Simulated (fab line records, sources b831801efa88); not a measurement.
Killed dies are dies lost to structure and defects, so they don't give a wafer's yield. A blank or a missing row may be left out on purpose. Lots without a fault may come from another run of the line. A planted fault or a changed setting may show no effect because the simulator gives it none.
fab line records | flow gf180mcu
record lots=14 wafers=42 last_day=34
route steps=602 shown M2@376 V2@393
lots that met no fault: from a run of the same line without faults
start_h: hours from the record's first day to the start of the lot's first wafer shown | wait_h: hours since the lot's step before | " the same as in the row above | L1.1+2: a row that stands for several wafers | - no value, or no start given | * or withheld: withheld | < > ~ a bound
route shown NAME@n: a module of which the file shows steps, and the number in the route of the first | usual: mean/standard deviation of fault-free wafers | same: alike in all rows | chamber/n: place in a boat | sites: the reading at each site | _std_site: their standard deviation | _edge_site: outer sites' mean less inner sites' | radius_mm: how far each site lies from the wafer's centre | mask NAME#n: copy n | behind: the tool/chamber that last shaped the wafer | hold: why the lot was held/for how many hours/how that ended | device: the transistor (n, p or np) that didn't switch | end of line: the same wafers' tests at the end of the route | a step without rows: its recipe alone | killed: dies lost to structure and defects at the first sort, not the wafer's yield | map: a wafer's dies, x killed, . not, _ none there
set.NAME: the setting as run; set.NAME@STEP: as run at that earlier step | model.NAME: the simulator's own value behind a step, which no gauge read
steps of the route over a sample of lots; a table a step, a row a wafer
services: from which hour (start_h, from the record's first day; less than 0 if before it) a tool's chamber was out of use, for how many hours, and why
## steps
# step GF_M2_CD_MEAS_14
# recipe target_cd_nm=280
# usual cd_nm=279.5/1.2
# columns lot.wafer tool chamber start_h wait_h cd_nm
L577.2 cd_sem-01 - 455.90 0.1 280.1
L577.4 " - " " 279.3
L577.6 " - " " 278.9
L579.1 cd_sem-02 - 472.78 0.1 280.1
L579.3 " - " " 279.9
L579.5 " - " " 280.8
L581.1 cd_sem-02 - 495.23 0.1 278.0
L581.4 " - " " 277.6
L581.6 " - " " 277.8
L582.1 cd_sem-01 - 495.58 0.1 279.5
L582.2 " - " " 277.8
L582.4 " - " " 278.8
L583.2 cd_sem-02 - 508.45 0.1 280.1
L583.3 " - " " 280.3
L583.4 " - " " 281.3
L584.1 cd_sem-02 - 525.60 0.2 279.5
L584.4 " - " " 279.5
L584.6 " - " " 280.0
L585.3 cd_sem-02 - 527.14 0.1 277.7
L585.4 " - " " 279.0
L585.6 " - " " 278.3
L587.1 cd_sem-01 - 540.70 0.1 277.9
L587.2 " - " " 278.9
L587.4 " - " " 278.0
L588.2 cd_sem-02 - 543.02 0.1 280.7
L588.3 " - " " 280.5
L588.4 " - " " 281.3
L589.1 cd_sem-01 - 562.75 0.1 280.9
L589.2 " - " " 280.8
L589.5 " - " " 281.8
L592.4 cd_sem-02 - 576.19 0.1 277.5
L592.5 " - " " 277.9
L592.6 " - " " 276.7
L593.2 cd_sem-01 - 580.45 0.1 279.7
L593.4 " - " " 279.7
L593.5 " - " " 278.3
L595.3 cd_sem-01 - 601.92 0.1 281.0
L595.5 " - " " 279.3
L595.6 " - " " 279.9
L598.2 cd_sem-02 - 613.90 0.1 280.6
L598.5 " - " " 281.0
L598.6 " - " " 281.4
# step GF_M2_OVL_MEAS_15
# usual M2_OVL=1/6
# columns lot.wafer tool chamber start_h wait_h M2_OVL[nm]
L577.2 overlay-01 - 456.00 0.1 -1
L577.4 " - " " -1
L577.6 " - " " -9
L579.1 overlay-01 - 472.90 0.1 0
L579.3 " - " " -3
L579.5 " - " " -5
L581.1 overlay-01 - 495.35 0.1 0
L581.4 " - " " 3
L581.6 " - " " 1
L582.1 overlay-02 - 495.70 0.1 4
L582.2 " - " " 3
L582.4 " - " " -6
L583.2 overlay-01 - 508.55 0.1 -8
L583.3 " - " " 3
L583.4 " - " " -3
L584.1 overlay-01 - 525.72 0.1 -8
L584.4 " - " " -2
L584.6 " - " " -1
L585.3 overlay-02 - 527.23 0.1 6
L585.4 " - " " -6
L585.6 " - " " 2
L587.1 overlay-01 - 540.82 0.1 3
L587.2 " - " " 0
L587.4 " - " " 1
L588.2 overlay-01 - 543.13 0.1 -10
L588.3 " - " " -13
L588.4 " - " " -9
L589.1 overlay-01 - 562.87 0.1 17
L589.2 " - " " 9
L589.5 " - " " 16
L592.4 overlay-02 - 576.27 0.1 -2
L592.5 " - " " -2
L592.6 " - " " 0
L593.2 overlay-01 - 580.55 0.1 -3
L593.4 " - " " -8
L593.5 " - " " -3
L595.3 overlay-02 - 602.01 0.1 1
L595.5 " - " " -2
L595.6 " - " " -10
L598.2 overlay-02 - 614.00 0.1 9
L598.5 " - " " 3
L598.6 " - " " 11
# step GF_V2_EXPOSE_11
# recipe mask_id=Via2 target_cd_nm=260 na=0.68 source_shape=conventional sigma_outer=0.6 dose_mj=38
# usual exposure_dose_mJ_cm2=38.05/0.17 focus_offset_nm=0.1/0.52
# columns lot.wafer tool chamber start_h wait_h mask exposure_dose_mJ_cm2 focus_offset_nm
L577.2 krf_scanner-01 0 469.35 - Via2#0 38.28 -0.1
L577.4 " 0 " " Via2#0 38.25 0.1
L577.6 " 0 " " Via2#0 38.31 -0.5
L579.1 krf_scanner-02 0 485.41 - Via2#0 37.92 -0.7
L579.3 " 0 " " Via2#0 37.93 0.7
L579.5 " 0 " " Via2#0 37.90 -0.5
L581.1 krf_scanner-02 0 508.18 - Via2#0 37.90 0.9
L581.4 " 0 " " Via2#0 37.90 -0.2
L581.6 " 0 " " Via2#0 37.90 0.1
L582.1 krf_scanner-01 0 508.58 - Via2#0 38.23 0.2
L582.2 " 0 " " Via2#0 38.26 0.3
L582.4 " 0 " " Via2#0 38.22 -0.3
L583.2 krf_scanner-02 0 522.73 - Via2#0 37.94 -0.6
L583.3 " 0 " " Via2#0 37.97 0.9
L583.4 " 0 " " Via2#0 37.90 -0.4
L584.1 krf_scanner-02 0 537.99 - Via2#0 37.94 0.0
L584.4 " 0 " " Via2#0 37.90 0.2
L584.6 " 0 " " Via2#0 37.95 0.5
L585.3 krf_scanner-01 0 540.10 - Via2#0 38.24 -0.5
L585.4 " 0 " " Via2#0 38.24 0.6
L585.6 " 0 " " Via2#0 38.19 0.0
L587.1 krf_scanner-02 0 553.57 - Via2#0 37.89 0.7
L587.2 " 0 " " Via2#0 37.83 0.6
L587.4 " 0 " " Via2#0 37.84 0.1
L588.2 krf_scanner-02 - 555.35 - Via2#0 - -
L588.3 " - " " Via2#0 - -
L588.4 " - " " Via2#0 - -
L589.1 krf_scanner-01 - 575.02 - Via2#0 - -
L589.2 " - " " Via2#0 - -
L589.5 " - " " Via2#0 - -
L592.4 krf_scanner-01 0 588.67 - Via2#0 38.28 0.9
L592.5 " 0 " " Via2#0 38.26 1.1
L592.6 " 0 " " Via2#0 38.31 0.9
L593.2 krf_scanner-01 0 592.80 - Via2#0 38.26 0.1
L593.4 " 0 " " Via2#0 38.23 0.0
L593.5 " 0 " " Via2#0 38.27 0.2
L595.3 krf_scanner-02 0 614.27 - Via2#0 37.92 -0.3
L595.5 " 0 " " Via2#0 37.91 0.5
L595.6 " 0 " " Via2#0 37.95 0.2
L598.2 krf_scanner-01 0 625.38 - Via2#0 38.26 1.0
L598.5 " 0 " " Via2#0 38.26 0.3
L598.6 " 0 " " Via2#0 38.24 0.1
# step GF_V2_OVL_MEAS_15
# usual V2_OVL=-1/5.7
# columns lot.wafer tool chamber start_h wait_h V2_OVL[nm]
L577.2 overlay-01 - 480.62 0.1 9
L577.4 " - " " -2
L577.6 " - " " -2
L579.1 overlay-02 - 497.62 0.1 -12
L579.3 " - " " -14
L579.5 " - " " -10
L581.1 overlay-02 - 519.97 0.1 1
L581.4 " - " " -5
L581.6 " - " " -1
L582.1 overlay-01 - 520.65 0.1 -3
L582.2 " - " " 3
L582.4 " - " " 1
L583.2 overlay-02 - 533.26 0.1 0
L583.3 " - " " -1
L583.4 " - " " -1
L584.1 overlay-01 - 549.32 0.1 1
L584.4 " - " " 3
L584.6 " - " " -1
L585.3 overlay-01 - 551.42 0.1 6
L585.4 " - " " 7
L585.6 " - " " 2
L587.1 overlay-01 - 563.87 0.1 -3
L587.2 " - " " -6
L587.4 " - " " -1
L588.2 overlay-01 - 565.91 0.1 -
L588.3 " - " " -
L588.4 " - " " -
L589.1 overlay-02 - 585.17 0.1 -
L589.2 " - " " -
L589.5 " - " " -
L592.4 overlay-01 - 599.03 0.1 1
L592.5 " - " " -1
L592.6 " - " " -8
L593.2 overlay-01 - 602.78 0.1 12
L593.4 " - " " 4
L593.5 " - " " 4
L595.3 overlay-01 - 623.78 0.1 -5
L595.5 " - " " -12
L595.6 " - " " -6
L598.2 overlay-01 - 635.82 0.1 4
L598.5 " - " " -3
L598.6 " - " " 5
## services
# columns tool chamber start_h hours kind
krf_scanner-02 - 446.32 1.3 pm
krf_scanner-02 - 455.96 0.8 pm
krf_scanner-02 - 460.82 - calibration
krf_scanner-01 - 475.68 1.0 pm
krf_scanner-01 0 549.02 - calibration
krf_scanner-01 - 553.32 4.0 pm
krf_scanner-02 0 582.74 - calibration
krf_scanner-01 - 589.25 0.8 pm
krf_scanner-02 - 602.32 1.0 pm
krf_scanner-01 - 612.18 1.3 pm
krf_scanner-02 - 622.19 1.3 pm
krf_scanner-02 - 624.76 0.8 pm
## key
first_sign step=GF_V2_EXPOSE_11 reading=tool_record direction=missing
effect none on later readings
met_at GF_V2_EXPOSE_11
struck_lots L588,L589
later_rows_left_out L588.2,L588.3,L588.4,L589.1,L589.2,L589.5
sort_left_out L588.2,L588.3,L588.4,L589.1,L589.2,L589.5
not_acting_at GF_M2_CD_MEAS_14,GF_M2_OVL_MEAS_15,GF_V2_OVL_MEAS_15
onset_between 553.57 555.35
fault kind=skipped_step_whole tool=krf_scanner-01,krf_scanner-02 chamber=- onset_h=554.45 steps=GF_V2_EXPOSE_11 scope=struck_lots_only
# sort_left_out: the simulated sort isn't trusted on such a fault, so these wafers' sort isn't shown, and their yield isn't known
# later_rows_left_out: the simulator's readings of these wafers behind a module that went badly wrong aren't trusted and aren't shown, but for the sort
